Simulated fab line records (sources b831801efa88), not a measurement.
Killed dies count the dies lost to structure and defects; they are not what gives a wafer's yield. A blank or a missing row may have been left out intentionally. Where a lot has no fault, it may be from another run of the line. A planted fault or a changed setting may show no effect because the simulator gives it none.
A single fault, viewed from 2 desks + flow sky130 + every desk sees just its own numbers, and what lay behind them comes last

== AT THE TOOL OWNER'S DESK: pecvd-03 ==
The tool's own readings at SKY_CAP2M_CVD_00 (deposits SiO2, target thk 15.5 nm): means of the sampled wafers that have a number, for each lot that ran on this tool. If a lot's mean is further than 4 standard deviations from the usual mean, the lot is out of limits and carries the mark OUT (the distance appears in the brackets).
Columns: A = heater_power_outer_w at SKY_CAP2M_CVD_00, usual 415 W; B = heater_power_w at SKY_CAP2M_CVD_00, usual 699 W
| lot  | first seen here | A   | B   |
|------|-----------------|-----|-----|
| L515 | day 44 21:40    | 436 | 727 |
| L520 | day 46 01:44    | 402 | 678 |
This desk's finding: nothing out of limits on any of the 2 lots.

== THE METROLOGY DESK ==
What the gauges read, lot by lot, whatever tool the lot ran on: means of the sampled wafers that have a number. If a lot's mean is further than 4 standard deviations from the usual mean, the lot is out of limits and carries the mark OUT (the distance appears in the brackets).
Columns: A = VIA3_W_THK at SKY_VIA3_THK_MEAS_23, usual 390 nm
| lot  | first seen here | A   |
|------|-----------------|-----|
| L497 | day 39 22:36    | 387 |
| L500 | day 40 12:37    | 397 |
| L501 | day 40 21:33    | 395 |
| L503 | day 41 11:59    | 397 |
| L505 | day 42 07:32    | 384 |
| L507 | day 42 11:28    | 391 |
| L508 | day 42 20:56    | 392 |
| L509 | day 43 04:08    | 394 |
| L510 | day 43 16:23    | 392 |
| L511 | day 43 16:36    | 385 |
| L514 | day 44 14:04    | 390 |
| L515 | day 44 21:10    | 383 |
| L518 | day 45 13:41    | 385 |
| L519 | day 45 20:04    | 383 |
| L520 | day 46 01:11    | 389 |
This desk's finding: nothing out of limits on any of the 15 lots.

== ALL TOGETHER ==
Nothing out of limits was seen by the tool owner's desk.
From the metrology desk's view, nothing was out of limits.

== WHAT THE SIMULATOR HAD PUT IN ==
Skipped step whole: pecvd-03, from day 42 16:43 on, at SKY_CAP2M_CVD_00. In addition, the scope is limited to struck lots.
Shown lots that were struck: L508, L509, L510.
